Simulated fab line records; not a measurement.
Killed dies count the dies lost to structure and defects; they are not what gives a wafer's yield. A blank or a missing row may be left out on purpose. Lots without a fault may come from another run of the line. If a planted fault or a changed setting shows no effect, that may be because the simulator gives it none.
fab line records | flow gf180mcu
record lots=6 wafers=18 last-day=34
route steps=602 shown M1@319
lots that met no fault: taken from a fault-free run of the same line
start-h: hours from the record's first day to the start of the lot's first wafer shown | wait-h: time in hours since the lot's previous step | " same as the row above | L1.1+2: a single row standing in for several wafers | - value missing, or start not given | * or withheld: withheld | < > ~ a bound
route shown NAME@n: NAME is a module with steps in the file, n the number in the route of the first one | usual: the fault-free wafers' mean and standard deviation | same: alike in all rows | chamber/n: place in a boat | sites: readings site by site | _std_site: their standard deviation | _edge_site: the outer-site mean with the inner-site mean subtracted | radius-mm: for every site, how far away it sits from the centre of the wafer | mask NAME#n: copy n | behind: tool/chamber where the wafer was last shaped | hold: why the lot was held/for how many hours/how that ended | device: the transistor (n, p or np) that didn't switch | end of line: the route-end tests of the same wafers | a step without rows: its recipe alone | killed: count of dies lost to structure and defects at first sort (not the wafer's yield) | map: dies across one wafer; x = killed, . = not, _ = none there
set.NAME: the run value of the setting; set.NAME@STEP: its run value at that earlier step | model.NAME: the simulator's own value behind a step, which no gauge read
lots at some steps of the route; a table a step, a row a wafer
services: from which hour (start-h, from the record's first day; less than 0 if before it) a tool's chamber was out of use, for how many hours, and why
## steps
# step GF_M1_SPUTTER_04
# recipe material=TiN target-thk-nm=50 power-w=6500 time-s=41.7 chamber-pressure-pa=0.4
# usual throttle-valve-pct=30.6/1.1
# same time-s=41.7
# columns lot.wafer tool chamber start-h wait-h throttle-valve-pct
L299.2 pvd-sputter-01 - 417.70 0.0 30.5
L299.3 " - " " 30.3
L299.5 " - " " 30.5
L300.3 pvd-sputter-01 - 434.61 0.0 31.1
L300.5 " - " " 30.7
L300.6 " - " " 31.2
L301.1 pvd-sputter-01 - 444.08 0.0 30.4
L301.5 " - " " 31.1
L301.6 " - " " 30.6
L309.2 pvd-sputter-02 - 514.04 0.0 28.2
L309.3 " - " " 28.9
L309.4 " - " " 31.8
L312.3 pvd-sputter-01 - 535.94 0.0 31.2
L312.4 " - " " 30.4
L312.6 " - " " 30.1
L314.2 pvd-sputter-02 - 552.33 0.0 28.1
L314.3 " - " " 28.7
L314.6 " - " " 32.1
# step GF_M1_RS_MEAS_05
# recipe thk-meas-gauge=four-point-probe reads=TiN_of_M1_SPUTTER_04+Ti_of_M1_SPUTTER_03+AlCu_of_M1_SPUTTER_02+TiN_of_M1_SPUTTER_01+Ti_of_M1_SPUTTER_00
# usual M1_ALCU_RS=0.0693/0.00063
# columns lot.wafer tool chamber start-h wait-h M1_ALCU_RS[ohm/sq]
L299.2 film-metro-02 - 417.76 0.0 0.0696
L299.3 " - " " 0.0701
L299.5 " - " " 0.0700
L300.3 film-metro-01 - 434.69 0.1 0.0699
L300.5 " - " " 0.0697
L300.6 " - " " 0.0693
L301.1 film-metro-01 - 444.12 0.0 0.0691
L301.5 " - " " 0.0691
L301.6 " - " " 0.0689
L309.2 film-metro-01 - 514.10 0.0 0.0695
L309.3 " - " " 0.0693
L309.4 " - " " 0.0697
L312.3 film-metro-01 - 536.02 0.1 0.0682
L312.4 " - " " 0.0679
L312.6 " - " " 0.0677
L314.2 film-metro-02 - 552.39 0.0 0.0689
L314.3 " - " " 0.0686
L314.6 " - " " 0.0691
# step GF_M1_THK_MEAS_06
# recipe thk-meas-gauge=xrf reads=AlCu_of_M1_SPUTTER_02
# usual M1_ALCU_THK=447/4.1
# columns lot.wafer tool chamber start-h wait-h M1_ALCU_THK[nm]
L299.2 film-metro-02 - 417.87 0.1 446
L299.3 " - " " 442
L299.5 " - " " 444
L300.3 film-metro-01 - 434.79 0.1 440
L300.5 " - " " 443
L300.6 " - " " 442
L301.1 film-metro-01 - 444.24 0.1 446
L301.5 " - " " 444
L301.6 " - " " 448
L309.2 film-metro-01 - 514.21 0.1 442
L309.3 " - " " 446
L309.4 " - " " 442
L312.3 film-metro-01 - 536.12 0.1 452
L312.4 " - " " 453
L312.6 " - " " 455
L314.2 film-metro-02 - 552.50 0.1 448
L314.3 " - " " 451
L314.6 " - " " 446
# step GF_M1_DEHYDRATE_07
# recipe temp-c=200 time-s=60
# step GF_M1_HMDS_08
# recipe prime-time-s=60 prime-temp-c=120
# step GF_M1_COAT_09
# recipe resist=KrF spin-rpm=withheld resist-thk-nm=1000
# step GF_M1_SOFTBAKE_10
# recipe temp-c=130 time-s=60 resist=KrF
# step GF_M1_EXPOSE_11
# recipe mask-id=Metal1 target-cd-nm=230 na=0.68 source-shape=conventional sigma-outer=0.6 dose-mj=28
# step GF_M1_PEB_12
# recipe peb-temp-c=135 peb-time-s=90 resist=KrF
# step GF_M1_DEVELOP_13
# recipe develop-time-s=60 dev-temp-c=21
# step GF_M1_CD_MEAS_14
# recipe target-cd-nm=230
# usual cd-nm=230.5/1.3
# columns lot.wafer tool chamber start-h wait-h cd-nm
L299.2 cd-sem-01 - 442.66 0.1 233.0
L299.3 " - " " 231.9
L299.5 " - " " 231.6
L300.3 cd-sem-01 - 459.28 0.1 228.1
L300.5 " - " " 228.5
L300.6 " - " " 227.8
L301.1 cd-sem-02 - 468.48 0.1 228.0
L301.5 " - " " 229.1
L301.6 " - " " 228.6
L309.2 cd-sem-01 - 536.84 0.1 232.3
L309.3 " - " " 233.5
L309.4 " - " " 232.2
L312.3 cd-sem-01 - 559.18 0.1 231.2
L312.4 " - " " 231.6
L312.6 " - " " 231.2
L314.2 cd-sem-01 - 573.91 0.1 228.1
L314.3 " - " " 228.1
L314.6 " - " " 229.5
# step GF_M1_OVL_MEAS_15
# usual M1_OVL=-3/5.1
# columns lot.wafer tool chamber start-h wait-h M1_OVL[nm]
L299.2 overlay-02 - 442.76 0.1 2
L299.3 " - " " -3
L299.5 " - " " -5
L300.3 overlay-01 - 459.38 0.1 -12
L300.5 " - " " -8
L300.6 " - " " -14
L301.1 overlay-01 - 468.60 0.1 2
L301.5 " - " " -3
L301.6 " - " " -1
L309.2 overlay-02 - 536.95 0.1 -4
L309.3 " - " " -12
L309.4 " - " " -7
L312.3 overlay-02 - 559.27 0.1 -7
L312.4 " - " " -5
L312.6 " - " " 2
L314.2 overlay-02 - 574.02 0.1 0
L314.3 " - " " -2
L314.6 " - " " 2
# step GF_M1_METAL_ETCH_16
# recipe chemistry=Cl2/BCl3 mask-material=KrF target-depth-nm=627.5 stop-on=SiO2 pressure-mtorr=8 icp-w=800 bias-w=140 Cl2_flow_sccm=80 bcl3-flow-sccm=40 time-s=104.6
# usual chamber-pressure-mTorr=7.999/0.0074 drypump-motor-current-A=5.6/0.43 oes-product-au=0.973/0.0059 throttle-valve-pct=28.247/0.01
# same time-s=104.6
# columns lot.wafer tool chamber start-h wait-h chamber-pressure-mTorr drypump-motor-current-A oes-product-au rf-hours-counter-h throttle-valve-pct model.etch.depth-nm model.M1.feature-depth-nm model.KrF_of_M1_COAT_09.thk-nm
L299.2 rie-metal-03 0 442.79 0.0 7.997 5.4 0.974 9 28.237 602.3 602.3 733.2
L299.3 " 1 " " 8.004 5.6 0.974 - 28.270 599.1 599.1 736
L299.5 " 1 " " 7.992 5.6 0.972 - 28.262 600.1 600.1 735
L300.3 rie-metal-02 1 459.47 0.1 8.031 6.0 0.780 - 28.452 408.9 408.9 827.6
L300.5 " 1 " " 8.009 6.1 0.780 - 28.468 409.2 409.2 828
L300.6 " 1 " " 8.003 6.1 0.789 - 28.459 408.1 408.1 825.9
L301.1 rie-metal-02 0 468.63 0.0 7.995 5.4 0.797 0 28.454 420.9 420.9 812.8
L301.5 " 1 " " 8.001 6.0 0.791 - 28.448 412.2 412.2 817.7
L301.6 " 0 " " 7.989 5.3 0.801 - 28.454 421.6 421.6 814.4
L309.2 rie-metal-04 0 536.98 0.0 7.999 5.0 0.967 8 28.246 602.2 602.2 738.6
L309.3 " 0 " " 7.990 5.0 0.971 - 28.228 604.7 604.7 739.3
L309.4 " 1 " " 7.998 6.3 0.966 - 28.245 602.7 602.7 737.6
L312.3 rie-metal-02 1 559.37 0.1 8.014 6.0 0.983 - 28.264 611 611 736.5
L312.4 " 1 " " 8.002 6.0 0.984 - 28.235 611.7 611.7 734.9
L312.6 " 1 " " 7.996 6.0 0.982 - 28.236 613.2 613.2 728.1
L314.2 rie-metal-04 0 574.05 0.0 8.003 4.9 0.973 9 28.253 606.1 606.1 729.7
L314.3 " 1 " " 7.994 6.3 0.978 - 28.269 608.3 608.3 722.2
L314.6 " 1 " " 7.981 6.3 0.979 - 28.248 605 605 724.6
# step GF_M1_STRIP_17
# recipe chemistry=O2/N2 power-w=1400 pressure-mtorr=1500 platen-temp-c=250 o2-flow-sccm=3000 n2-flow-sccm=300 overash-fraction=0.5
# usual chamber-pressure-mTorr=1500.1/1.3 drypump-motor-current-A=5.88/0.3 heater-power-w=326/29 o2-flow-sccm=2999/8.4 oes-product-au=0.558/0.0043 strip-time-to-endpoint-s=7.87/0.038
# columns lot.wafer tool chamber start-h wait-h chamber-pressure-mTorr drypump-motor-current-A heater-power-w o2-flow-sccm oes-product-au rf-hours-counter-h strip-time-to-endpoint-s
L299.2 plasma-asher-02 1 442.90 0.1 1499.7 6.10 316 3008 0.558 66 7.85
L299.3 " 0 " " 1500.8 6.23 382 3001 0.561 - 7.89
L299.5 " 0 " " 1500.3 6.23 366 2996 0.555 - 7.86
L300.3 plasma-asher-02 0 459.66 0.1 1500.6 6.21 370 3000 0.592 - 8.77
L300.5 " 1 " " 1499.4 6.03 310 3004 0.598 - 8.77
L300.6 " 0 " " 1500.4 6.19 374 2993 0.598 - 8.75
L301.1 plasma-asher-03 1 468.74 0.1 1500.2 6.07 313 2997 0.587 86 8.64
L301.5 " 1 " " 1501.6 6.09 329 2996 0.589 - 8.67
L301.6 " 0 " " 1501.8 5.92 341 2988 0.596 - 8.66
L309.2 plasma-asher-03 1 537.09 0.1 1500.5 6.13 317 3001 0.562 93 7.92
L309.3 " 1 " " 1496.9 6.12 315 2996 0.561 - 7.92
L309.4 " 0 " " 1500.0 5.96 356 3001 0.561 - 7.92
L312.3 plasma-asher-03 0 559.56 0.1 1498.4 5.99 350 2998 0.556 - 7.90
L312.4 " 1 " " 1499.3 6.10 326 2994 0.561 - 7.87
L312.6 " 1 " " 1501.6 6.12 321 2997 0.563 - 7.81
L314.2 plasma-asher-04 0 574.16 0.1 1501.3 5.31 334 3001 0.559 15 7.81
L314.3 " 1 " " 1501.7 5.78 282 2990 0.548 - 7.76
L314.6 " 0 " " 1501.4 5.38 335 3006 0.560 - 7.78
# step GF_M1_STRIP_18
# recipe chemistry=post-etch-residue-remover time-s=1200 temp-c=72.5
## services
# columns tool chamber start-h hours kind
pvd-sputter-02 3 400.82 - consumable-replace:kit
pvd-sputter-02 3 400.82 18.0 scheduled-down
pvd-sputter-02 3 400.82 18.0 vent-cycle
plasma-asher-04 - 421.25 9.0 pm
plasma-asher-04 0 421.25 9.0 vent-cycle
plasma-asher-04 1 421.25 9.0 vent-cycle
plasma-asher-04 0 430.25 - clean
pvd-sputter-01 2 435.20 - consumable-replace:kit
pvd-sputter-01 2 435.20 18.0 scheduled-down
pvd-sputter-01 2 435.20 18.0 vent-cycle
rie-metal-04 - 436.33 1.0 repair
rie-metal-02 0 447.69 - clean
rie-metal-02 0 447.69 13.4 scheduled-down
rie-metal-02 0 447.69 13.4 vent-cycle
plasma-asher-02 - 474.84 3.1 repair
rie-metal-02 0 479.57 13.2 repair
plasma-asher-02 - 479.62 2.4 repair
plasma-asher-03 - 501.55 1.1 repair
rie-metal-02 - 517.16 14.6 pm
plasma-asher-02 - 522.54 0.7 repair
plasma-asher-04 - 545.87 0.7 repair
rie-metal-02 - 555.03 2.8 pm
rie-metal-02 0 559.15 4.6 repair
pvd-sputter-02 - 570.33 1.1 repair
## key
first-sign step=GF_M1_METAL_ETCH_16 reading=oes-product-au direction=down sigmas=31 usual=0.973 struck=0.789
effect step=GF_M1_METAL_ETCH_16 reading=throttle-valve-pct direction=up sigmas=20 usual=28.247 struck=28.456
effect step=GF_M1_STRIP_17 reading=strip-time-to-endpoint-s direction=up sigmas=22 usual=* struck=*
model-effect step=GF_M1_METAL_ETCH_16 value=etch.depth-nm without=603.3 struck=413.5
model-effect step=GF_PASSIVATION_PROBE_99 value=etest.nmos_3p3.short without=0 struck=1
met-at GF_M1_METAL_ETCH_16
struck-wafers L300.3,L300.5,L300.6,L301.1,L301.5,L301.6
sort-left-out L300.3,L300.5,L300.6,L301.1,L301.5,L301.6
fault kind=process-parameter-drift tool=rie-metal-02 chamber=- onset-h=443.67 steps=GF_M1_METAL_ETCH_16 channel=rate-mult offset=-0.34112 shape=step end-h=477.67
# sort-left-out: the simulated sort isn't trusted on such a fault, so these wafers' sort isn't shown, and their yield isn't known
